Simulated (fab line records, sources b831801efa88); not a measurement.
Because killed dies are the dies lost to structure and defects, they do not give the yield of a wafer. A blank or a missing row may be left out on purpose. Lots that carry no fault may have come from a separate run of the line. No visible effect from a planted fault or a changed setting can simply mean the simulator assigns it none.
Which tool did it? -- flow sky130 -- Sampling: 14 lots, 42 wafers, 5 of 708 route steps

## WHAT EACH GAUGE READ, for each wafer
SKY_NWELL_OVL_MEAS_23. Usual: NWELL_01_OVL -0.3 nm, standard deviation 1.5.
lot,measured,on,NWELL_01_OVL (nm),flag
L841,day 5 10:14,overlay-01,1.0 1.2 -0.4,
L844,day 6 07:06,overlay-01,1.9 2.8 2.4,
L847,day 6 20:50,overlay-02,1.2 1.8 2.2,
L851,day 7 20:04,overlay-02,- - -,OFF
L852,day 8 02:05,overlay-02,- - -,OFF
L855,day 8 21:44,overlay-01,-4.2 -1.3 -0.5,
L856,day 9 03:04,overlay-01,-0.9 -0.7 -0.6,
L857,day 9 07:11,overlay-02,-0.7 -1.0 -1.6,
L859,day 9 19:10,overlay-02,1.5 0.8 0.2,
L860,day 10 02:08,overlay-02,0.3 1.7 -0.3,
L861,day 10 07:55,overlay-02,-0.8 -1.6 -3.2,
L862,day 10 16:10,overlay-02,-3.2 -2.9 -1.7,
L863,day 10 21:01,overlay-02,0.4 -2.4 -0.5,
L864,day 11 00:29,overlay-01,-1.5 2.1 0.4,

SKY_VT_ADJUST_HVTP_OVL_MEAS_08. Usual: VT_ADJUST_HVTP_OVL -0.1 nm, standard deviation 1.3.
lot,measured,on,VT_ADJUST_HVTP_OVL (nm),flag
L841,day 6 05:25,overlay-01,-1.8 0.1 2.1,
L844,day 7 02:36,overlay-01,-1.3 -2.1 -2.8,
L847,day 7 17:13,overlay-02,-0.9 0.9 0.2,
L851,day 8 17:11,overlay-02,0.3 0.9 1.8,
L852,day 8 23:53,overlay-02,-1.0 -0.7 -1.0,
L855,day 9 19:32,overlay-02,-0.8 0.5 3.0,
L856,day 10 01:55,overlay-02,-0.3 -0.2 -2.0,
L857,day 10 05:56,overlay-02,0.4 2.5 0.7,
L859,day 10 18:24,overlay-02,0.4 0.6 0.1,
L860,day 11 01:34,overlay-01,-0.3 -0.2 -0.4,
L861,day 11 08:13,overlay-01,-1.4 -0.9 -1.8,
L862,day 11 15:31,overlay-01,1.5 0.6 1.7,
L863,day 11 21:29,overlay-02,-2.5 -1.5 -1.6,
L864,day 12 00:50,overlay-02,-1.2 -0.4 -0.8,

SKY_SONOS_TUNNEL_CD_MEAS_07: target cd 410 nm. Usual: cd-nm 410.4 nm, standard deviation 2.5.
lot,measured,on,cd-nm (nm),flag
L841,day 11 13:47,cd-sem-01,410.3 410.9 410.9,
L844,day 12 17:05,cd-sem-02,409.0 410.3 410.4,
L847,day 13 10:13,cd-sem-01,409.0 408.2 409.4,
L851,day 14 13:30,cd-sem-02,407.8 408.5 410.1,
L852,day 14 20:58,cd-sem-02,411.3 409.5 411.6,
L855,day 15 21:49,cd-sem-02,411.5 412.0 412.3,
L856,day 16 03:13,cd-sem-01,409.6 410.8 410.7,
L857,day 16 09:29,cd-sem-02,408.4 408.0 408.2,
L859,day 17 01:56,cd-sem-02,413.4 415.8 415.9,
L860,day 17 09:47,cd-sem-02,411.7 408.5 408.3,
L861,day 17 16:11,cd-sem-02,406.6 409.2 406.8,
L862,day 18 03:59,cd-sem-02,409.9 407.2 408.2,
L863,day 18 10:25,cd-sem-01,416.6 416.7 415.9,
L864,day 18 13:49,cd-sem-01,415.8 414.6 414.0,

## TOOL THAT RAN EACH LOT (tool first, then ch and the chambers of the sampled wafers, then the start)
lot,SKY_NWELL_COAT_18,SKY_VT_ADJUST_PCH_STRIP_09
L841,"litho-track-02 ch 0, day 5 01:04","plasma-asher-04 ch 1, day 10 14:46"
L844,"litho-track-04 ch 0, day 5 21:47","plasma-asher-04 ch 0,1, day 11 16:34"
L847,"litho-track-01 ch 0, day 6 10:37","plasma-asher-03 ch 0,1, day 12 10:16"
L851,"litho-track-04, day 7 09:43","plasma-asher-03 ch 0,1, day 13 13:11"
L852,"litho-track-02, day 7 16:31","plasma-asher-03 ch 0,1, day 13 20:22"
L855,"litho-track-02 ch 0, day 8 11:25","plasma-asher-01 ch 0,1, day 14 20:43"
L856,"litho-track-02 ch 0, day 8 16:46","plasma-asher-03 ch 0,1, day 15 01:21"
L857,"litho-track-02 ch 0, day 8 20:44","plasma-asher-01 ch 0,1, day 15 06:13"
L859,"litho-track-04 ch 0, day 9 08:07","plasma-asher-01 ch 0,1, day 15 20:52"
L860,"litho-track-04 ch 0, day 9 14:59","plasma-asher-04 ch 0,1, day 16 05:19"
L861,"litho-track-02 ch 0, day 9 20:29","plasma-asher-01 ch 1, day 16 13:25"
L862,"litho-track-04 ch 0, day 10 04:11","plasma-asher-01 ch 0,1, day 16 23:19"
L863,"litho-track-02 ch 0, day 10 09:31","plasma-asher-03 ch 0,1, day 17 04:52"
L864,"litho-track-04 ch 0, day 10 12:41","plasma-asher-01 ch 0,1, day 17 08:43"
- SKY_NWELL_COAT_18: resist thk 3000 nm.
- SKY_VT_ADJUST_PCH_STRIP_09: strips in O2/N2.

## WHAT THE TOOLS THEMSELVES READ (means of the sampled wafers that have a number; where no wafer has one, the mark that the record gives instead)
SKY_NWELL_COAT_18. Usual: chill-plate-temp-C 23.01 C, standard deviation 0.11; dispense-pressure-kPa 47.43 kPa, standard deviation 0.035.
lot,tool,chill-plate-temp-C (C),dispense-pressure-kPa (kPa),flag
L841,litho-track-02,23.00,47.39,
L844,litho-track-04,23.12,47.39,
L847,litho-track-01,23.00,47.44,
L851,litho-track-04,-,-,OFF
L852,litho-track-02,-,-,OFF
L855,litho-track-02,22.96,47.45,
L856,litho-track-02,23.04,47.44,
L857,litho-track-02,23.14,47.45,
L859,litho-track-04,23.12,47.47,
L860,litho-track-04,23.06,47.45,
L861,litho-track-02,22.97,47.45,
L862,litho-track-04,23.07,47.45,
L863,litho-track-02,22.89,47.39,
L864,litho-track-04,23.06,47.46,

SKY_VT_ADJUST_PCH_STRIP_09. Usual: drypump-motor-current-A 5.59 A, standard deviation 0.26; oes-product-au 0.722 a.u., standard deviation 0.0046; strip-time-to-endpoint-s 36.96 s, standard deviation 0.095.
lot,tool,drypump-motor-current-A (A),oes-product-au (a.u.),strip-time-to-endpoint-s (s),flag
L841,plasma-asher-04,5.91,0.716,37.06,
L844,plasma-asher-04,5.77,0.727,37.01,
L847,plasma-asher-03,5.63,0.721,37.03,
L851,plasma-asher-03,5.62,0.722,37.09,
L852,plasma-asher-03,5.39,0.725,36.92,
L855,plasma-asher-01,5.59,0.723,37.05,
L856,plasma-asher-03,5.61,0.722,36.85,
L857,plasma-asher-01,5.61,0.722,36.90,
L859,plasma-asher-01,5.63,0.717,37.09,
L860,plasma-asher-04,5.59,0.725,37.01,
L861,plasma-asher-01,5.71,0.721,37.09,
L862,plasma-asher-01,5.60,0.720,36.99,
L863,plasma-asher-03,5.38,0.721,36.97,
L864,plasma-asher-01,5.63,0.726,36.90,

## THE ANSWER, worked out from the rows above alone
Rule: a lot is off if the mean of its wafers that have a number lies more than 3 standard deviations from the usual mean. A lot without any number at a reading at which 4 lots or more have one is off too. The other lots that the step has rows for count as sound. First the gauges in route order, then the tools' own readings, where a lot's mean is used as printed above. At the first step where some lot is off, the reading lying furthest off is the one used; lots without a number count as furthest.
Off: at SKY_NWELL_OVL_MEAS_23 (NWELL_01_OVL), L851, L852. Without a number there: L851, L852.
If a tool, at a process step before that reading, ran all the lots that are off and no sound lot after the first of them, it fits. Not tried: the gauges at SKY_NWELL_OVL_MEAS_23; whatever is off there is also off at SKY_NWELL_COAT_18, on other tools, and gauge error can't account for it. None of those tried fits.

## WHAT THE SIMULATOR HAD INSERTED
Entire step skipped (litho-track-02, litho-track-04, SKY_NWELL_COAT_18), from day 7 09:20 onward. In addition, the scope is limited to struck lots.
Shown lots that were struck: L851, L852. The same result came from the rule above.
